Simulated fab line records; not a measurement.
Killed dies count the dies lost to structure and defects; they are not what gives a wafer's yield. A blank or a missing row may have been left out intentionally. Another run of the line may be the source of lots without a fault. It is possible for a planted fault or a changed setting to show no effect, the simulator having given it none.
A struck lot beside a sound one :: flow gf180mcu :: 14 steps out of a route of 602
Sound: the wafers L130.1, L130.4, L130.6. Wafers L123.1, L123.3, L123.6 were the ones struck. The cause comes at the end.
For every step that has rows: the tool of each side, followed by ch and its chambers, followed by its first start. Under that, the readings that differ: sound wafers :: struck wafers :: difference of the means :: sigmas: that difference in standard deviations of wafers without a fault.
alike: a reading whose means differ by less than 2 such deviations, as well as words and numbers matching on both sides. not compared: withheld readings; readings where some wafer has no value; bounds like >300 that might hide an equal value; numbers whose values overlap and for which the record gives no deviation.
The two part at a step that has a row with sigmas, a row that says differs or no value, or rows on one side only. Numbers that don't overlap but have no deviation are shown without sigmas and don't part them. Lack of a reading on every wafer of one side parts them only where that side has two or more wafers.

first, 1 step without rows for these wafers: GF_V5_CVD_00 (deposits SiO2, target thk 300 nm, time 48.29 s).
GF_V5_THK_MEAS_01:
  struck on film_metro-04, day 28 16:36; sound on film_metro-03, day 30 19:24
  alike: V5_CVD_00_THK
GF_V5_CVD_02: deposits SiO2 from TEOS, target thk 1450 nm, time 163.28 s.
  sound on pecvd-03 ch 1,2, day 30 19:28; struck on pecvd-02 ch 1,2, day 28 16:40
reading: susceptor_temp_C (C)
sound: 399.50 399.48 399.52
struck: 399.74 400.08 400.22
difference: +0.51
sigmas: +2
  alike: heater_power_w
GF_V5_THK_MEAS_03:
  struck on film_metro-04, day 28 16:46; sound on film_metro-02, day 30 19:34
  alike: V5_CVD_02_THK
GF_V5_CMP_04: polishes SiO2.
  sound on cmp-01 ch 1,2,3, day 30 19:38; struck on cmp-01 ch 0,1,3, day 28 16:53
  alike: edge_zone_pressure_frac, motor_current_A, platen_rpm, retaining_ring_pressure_frac
GF_V5_BOW_MEAS_05:
  struck on film_metro-02, day 28 17:08; sound on film_metro-02, day 30 19:56
reading: V5_BOW (um)
sound: 116 129 129
struck: 152 141 148
difference: +22
sigmas: +2
then, 6 steps without rows for these wafers: GF_V5_DEHYDRATE_06 (time 60 s); GF_V5_HMDS_07 (prime time 60 s); GF_V5_COAT_08; GF_V5_COAT_09 (resist thk 1000 nm); GF_V5_SOFTBAKE_10 (time 60 s); GF_V5_EXPOSE_11 (exposes mask Via5, target cd 260 nm).
GF_V5_PEB_12: peb time 90 s.
  sound on litho_track-04 ch 0, day 31 13:09; struck on litho_track-04, day 29 11:30
  no value came back on the struck wafers for chill_plate_temp_C (C), exhaust_pa (Pa); on the sound wafers chill_plate_temp_C (C) reads 22.95 23.16 22.98
then, 1 step without rows for these wafers: GF_V5_DEVELOP_13 (develop time 60 s).

== WHERE THEY PART ==
Last at GF_V5_PEB_12 as far as this record goes, first at GF_V5_CVD_02.

WHY: the cause the simulator had injected
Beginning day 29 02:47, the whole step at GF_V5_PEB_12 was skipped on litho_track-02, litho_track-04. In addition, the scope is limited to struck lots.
